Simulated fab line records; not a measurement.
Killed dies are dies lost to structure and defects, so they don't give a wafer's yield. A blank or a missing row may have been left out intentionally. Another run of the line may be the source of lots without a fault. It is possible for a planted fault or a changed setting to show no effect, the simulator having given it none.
What tool caused it?	flow sky130	Sampling: 13 lots, 39 wafers, 6 of 708 route steps

## WHAT EACH GAUGE READ, for each wafer
SKY_LDD_LDN_OVL_MEAS_07. Usual: LDD_LDN_OVL 0.0 nm, standard deviation 1.5.
lot	measured	on	LDD_LDN_OVL (nm)	flag
L414	day 23 02:27	overlay-02	0.6 -0.1 0.7	
L415	day 23 13:07	overlay-01	-0.3 -1.7 -1.4	
L416	day 23 19:16	overlay-01	-2.6 -1.1 0.1	
L417	day 24 11:09	overlay-02	-0.1 -2.2 -1.7	
L419	day 25 07:48	overlay-02	0.9 0.1 1.8	
L422	day 26 09:21	overlay-02	0.9 -0.2 1.6	
L423	day 26 11:21	overlay-01	-1.1 -2.0 -2.2	
L425	day 27 00:28	overlay-02	1.8 2.3 2.1	
L424	day 27 00:51	overlay-02	-1.0 -3.9 -0.5	
L428	day 28 01:06	overlay-01	-2.0 -1.3 -2.2	
L432	day 29 12:43	overlay-02	2.3 0.4 -0.2	
L431	day 29 15:36	overlay-02	-1.4 -1.2 -0.7	
L437	day 31 11:04	overlay-01	-1.1 -0.7 0.2	

SKY_SPACER_THK_MEAS_01. Usual: SPACER_CVD_00_THK 43.0 nm, standard deviation 0.41.
lot	measured	on	SPACER_CVD_00_THK (nm)	flag
L414	day 23 04:31	film metro-03	42.6 42.7 42.5	
L415	day 23 15:47	film metro-01	43.1 43.4 43.0	
L416	day 23 21:19	film metro-01	42.9 42.9 43.1	
L417	day 24 13:53	film metro-01	42.9 42.9 43.1	
L419	day 25 10:49	film metro-02	42.6 42.5 42.6	
L422	day 26 12:04	film metro-01	43.3 42.8 43.1	
L423	day 26 15:14	film metro-03	42.6 42.5 42.6	
L425	day 27 02:43	film metro-01	43.5 43.6 43.3	
L424	day 27 05:16	film metro-02	43.0 42.9 43.1	
L428	day 28 03:44	film metro-02	43.0 43.1 43.0	
L432	day 29 15:23	film metro-03	43.9 44.1 43.9	
L431	day 29 18:50	film metro-01	43.3 43.4 43.2	
L437	day 31 13:07	film metro-01	42.6 42.3 42.6	

SKY_SD_P_TW_MEAS_11. Usual: SD_P_TW 2832, standard deviation 22.
lot	measured	on	SD_P_TW	flag
L414	day 25 17:40	film metro-01	2828 2855 2839	
L415	day 26 04:54	film metro-01	2827 2835 2831	
L416	day 26 09:40	film metro-01	2837 2831 2832	
L417	day 27 02:25	film metro-01	2863 2872 2864	
L419	day 27 22:19	film metro-01	2853 2836 2850	
L422	day 28 23:40	film metro-03	2831 2843 2829	
L423	day 29 02:10	film metro-03	2845 2850 2836	
L425	day 29 12:07	film metro-04	2806 2786 2793	
L424	day 29 15:45	film metro-01	2839 2837 2843	
L428	day 30 12:13	film metro-03	2818 2811 2825	
L432	day 31 23:26	film metro-03	2857 2857 2844	
L431	day 32 04:01	film metro-04	2798 2818 2830	
L437	day 33 21:25	film metro-04	2775 2770 2782	

SKY_RES_XHIGH_TW_MEAS_09. Usual: RES_XHIGH_TW 1639, standard deviation 16.
lot	measured	on	RES_XHIGH_TW	flag
L414	day 26 22:29	film metro-01	1646 1646 1637	
L415	day 27 10:13	film metro-01	1650 1657 1662	
L416	day 27 15:03	film metro-03	1658 1665 1654	
L417	day 28 07:01	film metro-03	1658 1656 1641	
L419	day 29 03:36	film metro-04	1621 1623 1611	
L422	day 30 04:18	film metro-03	1640 1633 1632	
L423	day 30 06:23	film metro-03	1631 1638 1636	
L425	day 30 15:52	film metro-04	1624 1626 1625	
L424	day 30 19:45	film metro-03	1636 1631 1631	
L428	day 31 16:23	film metro-03	1650 1654 1660	
L432	day 33 03:40	film metro-04	30 30 29	OFF
L431	day 33 07:53	film metro-04	1607 1609 1613	
L437	day 34 23:50	film metro-01	1649 1652 1653	

## WHICH TOOL RAN EACH LOT (tool, then ch and the chambers of the sampled wafers, then the start)
lot	SKY_SD_P_STRIP_10	SKY_RES_XHIGH_STRIP_08
L414	plasma asher-03 ch 0,1, day 25 17:34	plasma asher-03 ch 0,1, day 26 22:23
L415	plasma asher-01 ch 0,1, day 26 04:49	plasma asher-03 ch 0,1, day 27 10:08
L416	plasma asher-04 ch 1, day 26 09:33	plasma asher-03 ch 0,1, day 27 14:56
L417	plasma asher-03 ch 0,1, day 27 02:19	plasma asher-02 ch 0,1, day 28 06:55
L419	plasma asher-03 ch 0,1, day 27 22:13	plasma asher-01 ch 0,1, day 29 03:30
L422	plasma asher-03 ch 0,1, day 28 23:34	plasma asher-02 ch 0,1, day 30 04:12
L423	plasma asher-03 ch 0,1, day 29 02:04	plasma asher-01 ch 0,1, day 30 06:17
L425	plasma asher-01 ch 0,1, day 29 12:01	plasma asher-02 ch 0,1, day 30 15:45
L424	plasma asher-01 ch 0,1, day 29 15:39	plasma asher-03 ch 0,1, day 30 19:39
L428	plasma asher-01 ch 0,1, day 30 12:07	plasma asher-02 ch 0,1, day 31 16:17
L432	plasma asher-04 ch 0,1, day 31 23:20	plasma asher-03 ch 0,1, day 33 03:35
L431	plasma asher-01 ch 0,1, day 32 03:55	plasma asher-02 ch 0,1, day 33 07:47
L437	plasma asher-03 ch 0,1, day 33 21:19	plasma asher-01 ch 0,1, day 34 23:44
- SKY_SD_P_STRIP_10: strips in O2/N2.
- SKY_RES_XHIGH_STRIP_08: strips in O2/N2.

## WHAT THE TOOLS THEMSELVES READ (means of the sampled wafers that have a number; where no wafer has one, the mark that the record gives instead)
SKY_SD_P_STRIP_10. Usual: drypump motor current A 6.12 A, standard deviation 0.28; oes product au 0.617 a.u., standard deviation 0.0046; strip time to endpoint s 17.51 s, standard deviation 0.038.
lot	tool	drypump motor current A (A)	oes product au (a.u.)	strip time to endpoint s (s)	flag
L414	plasma asher-03	6.04	0.618	17.50	
L415	plasma asher-01	6.10	0.618	17.49	
L416	plasma asher-04	6.24	0.619	17.59	
L417	plasma asher-03	6.04	0.615	17.55	
L419	plasma asher-03	6.04	0.616	17.54	
L422	plasma asher-03	6.29	0.617	17.49	
L423	plasma asher-03	6.28	0.624	17.52	
L425	plasma asher-01	5.98	0.615	17.46	
L424	plasma asher-01	6.09	0.617	17.47	
L428	plasma asher-01	5.98	0.615	17.49	
L432	plasma asher-04	6.12	0.783	-	OFF
L431	plasma asher-01	5.99	0.618	17.53	
L437	plasma asher-03	6.27	0.617	17.49	

SKY_RES_XHIGH_STRIP_08. Usual: drypump motor current A 6.0 A, standard deviation 0.47; oes product au 0.710 a.u., standard deviation 0.0042; strip time to endpoint s 14.366 s, standard deviation 0.023.
lot	tool	drypump motor current A (A)	oes product au (a.u.)	strip time to endpoint s (s)	flag
L414	plasma asher-03	6.0	0.709	14.361	
L415	plasma asher-03	6.3	0.707	14.370	
L416	plasma asher-03	6.3	0.711	14.371	
L417	plasma asher-02	5.9	0.708	14.351	
L419	plasma asher-01	6.0	0.715	14.357	
L422	plasma asher-02	5.6	0.717	14.372	
L423	plasma asher-01	6.0	0.708	14.391	
L425	plasma asher-02	6.0	0.710	14.375	
L424	plasma asher-03	6.0	0.713	14.377	
L428	plasma asher-02	6.0	0.710	14.369	
L432	plasma asher-03	6.3	0.708	16.715	OFF
L431	plasma asher-02	5.6	0.708	14.329	
L437	plasma asher-01	6.0	0.709	14.374	

## THE ANSWER, worked out from the rows above alone
Rule: lot off if the mean of its wafers having a number is beyond 3 standard deviations from the usual mean. A lot without any number at a reading at which 4 lots or more have one is off too. All remaining lots with rows at the step are treated as sound. First the gauges in route order, then the tools' own readings, where a lot's mean is used as printed above. The first step at which some lot is off is used, and at that step the reading that is off furthest; a lot without a number counts as furthest.
Off: L432, at SKY_RES_XHIGH_TW_MEAS_09 (RES_XHIGH_TW).
If a tool, at a process step before that reading, ran all the lots that are off and no sound lot after the first of them, it fits. Not tried: the gauges at SKY_RES_XHIGH_TW_MEAS_09; whatever is off there is also off at SKY_SD_P_STRIP_10, on other tools, and gauge error can't account for it. Undecided on this evidence; 2 tools fit (plasma asher-04 at SKY_SD_P_STRIP_10, plasma asher-03 at SKY_RES_XHIGH_STRIP_08).

## WHAT WAS PUT IN BY THE SIMULATOR
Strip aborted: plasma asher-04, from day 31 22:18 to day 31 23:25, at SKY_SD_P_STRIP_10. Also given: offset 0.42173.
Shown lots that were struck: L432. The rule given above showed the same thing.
